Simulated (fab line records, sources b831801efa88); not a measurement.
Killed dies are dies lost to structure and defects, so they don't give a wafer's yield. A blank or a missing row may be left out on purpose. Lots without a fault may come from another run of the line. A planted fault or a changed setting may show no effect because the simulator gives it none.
fab line records | flow sfq_line
record lots=13 wafers=39 last_day=94
route steps=325 shown M1@70
lots that met no fault: from a run of the same line without faults
start_h: hours from the record's first day to the start of the lot's first wafer shown | wait_h: hours since the lot's step before | " the same as in the row above | L1.1+2: a row that stands for several wafers | - no value, or no start given | * or withheld: withheld | < > ~ a bound
route shown NAME@n: a module of which the file shows steps, and the number in the route of the first | usual: mean/standard deviation of fault-free wafers | same: alike in all rows | chamber/n: place in a boat | sites: the reading at each site | _std_site: their standard deviation | _edge_site: outer sites' mean less inner sites' | radius_mm: how far each site lies from the wafer's centre | mask NAME#n: copy n | behind: the tool/chamber that last shaped the wafer | hold: why the lot was held/for how many hours/how that ended | device: the transistor (n, p or np) that didn't switch | end of line: the same wafers' tests at the end of the route | a step without rows: its recipe alone | killed: dies lost to structure and defects at the first sort, not the wafer's yield | map: a wafer's dies, x killed, . not, _ none there
set.NAME: the setting as run; set.NAME@STEP: as run at that earlier step | model.NAME: the simulator's own value behind a step, which no gauge read
steps of the route over a sample of lots; a table a step, a row a wafer
services: from which hour (start_h, from the record's first day; less than 0 if before it) a tool's chamber was out of use, for how many hours, and why
## steps
# step SFQ_TRILAYER_M1_ETCH_METAL_ETCH_042
# recipe target=Nb stop_on=SiO2 mask_material=PR chemistry=Cl2/Ar target_depth_nm=240 icp_w=600 bias_w=80 pressure_mtorr=10 time_s=120
# usual drypump_motor_current_A=5.8/0.44 oes_product_au=0.893/0.007 rf_fwd_power_W=596.8/2.2
# columns lot.wafer tool chamber start_h wait_h drypump_motor_current_A oes_product_au rf_fwd_power_W rf_hours_counter_h
L595.1 rie_metal-02 1 280.84 0.0 5.9 0.891 597.5 39
L595.5 " 0 " " 6.3 0.897 600.5 -
L595.6 " 1 " " 5.8 0.892 597.3 -
L596.1 rie_metal-02 0 291.64 0.0 6.3 0.899 598.5 33
L596.2 " 1 " " 5.8 0.891 595.1 41
L596.6 " 0 " " 6.3 0.884 600.0 -
L597.3 rie_metal-04 0 306.08 0.1 6.1 0.897 594.6 -
L597.4 " 1 " " 5.7 0.892 600.2 -
L597.6 " 1 " " 5.7 0.898 593.7 -
L598.1 rie_metal-01 1 320.40 0.0 5.6 0.905 592.5 17
L598.3 " 1 " " 5.6 0.901 592.8 -
L598.4 " 0 " " 5.0 0.897 595.6 -
L600.1 rie_metal-02 1 334.80 0.0 5.9 0.889 593.7 48
L600.2 " 0 " " 6.3 0.886 600.0 40
L600.3 " 0 " " 6.3 0.891 600.0 -
L602.2 rie_metal-02 0 346.80 0.0 6.3 0.898 593.9 42
L602.3 " 1 " " 5.9 0.901 691.2 -
L602.5 " 1 " " 5.8 0.902 693.7 -
L604.2 rie_metal-01 1 357.74 0.0 5.6 0.883 592.3 25
L604.5 " 1 " " 5.6 0.904 598.3 -
L604.6 " 0 " " 5.0 0.892 599.3 -
L610.2 rie_metal-04 0 407.63 0.0 6.2 0.893 595.3 3
L610.4 " 1 " " 5.7 0.890 597.7 -
L610.5 " 1 " " 5.7 0.901 596.6 -
L614.2 rie_metal-04 1 426.83 0.0 5.7 0.899 594.5 107
L614.3 " 0 " " 6.2 0.877 600.7 -
L614.4 " 1 " " 5.7 0.893 597.1 -
L615.2 rie_metal-01 0 436.23 0.0 5.0 0.899 599.0 140
L615.3 " 1 " " 5.6 0.893 594.6 -
L615.5 " 0 " " 5.0 0.901 598.3 -
L616.2 rie_metal-01 0 444.63 0.0 5.0 0.892 596.0 142
L616.4 " 0 " " 5.0 0.895 597.7 -
L616.6 " 0 " " 5.0 0.893 595.4 -
L617.1 rie_metal-02 1 445.83 0.0 5.8 0.884 592.6 66
L617.2 " 0 " " 6.3 0.896 596.2 61
L617.3 " 1 " " 5.8 0.898 593.3 -
L618.1 rie_metal-04 0 457.85 0.1 6.2 0.882 599.3 12
L618.2 " 1 " " 5.7 0.880 595.4 112
L618.4 " 1 " " 5.7 0.895 592.1 -
## services
# columns tool chamber start_h hours kind
rie_metal-04 1 289.96 2.2 repair
rie_metal-02 - 330.54 1.4 pm
rie_metal-04 1 331.70 15.4 repair
rie_metal-02 1 347.75 9.7 repair
rie_metal-02 - 348.86 2.8 pm
rie_metal-04 0 369.55 - clean
rie_metal-04 0 369.55 19.6 scheduled_down
rie_metal-04 0 369.55 19.6 vent_cycle
rie_metal-02 1 436.21 2.1 repair
## key
first_sign step=SFQ_TRILAYER_M1_ETCH_METAL_ETCH_042 reading=rf_fwd_power_W direction=up sigmas=44 usual=596.8 struck=692.5
effect none on later readings
met_at SFQ_TRILAYER_M1_ETCH_METAL_ETCH_042
struck_lots L602
struck_wafers L602.3,L602.5
onset_between 334.80 346.80
fault kind=process_parameter_drift tool=rie_metal-02 chamber=1 onset_h=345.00 steps=SFQ_TRILAYER_M1_ETCH_METAL_ETCH_042 channel=icp_w offset=96 shape=step end_h=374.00 acts_in=these_recipes_only stated=600
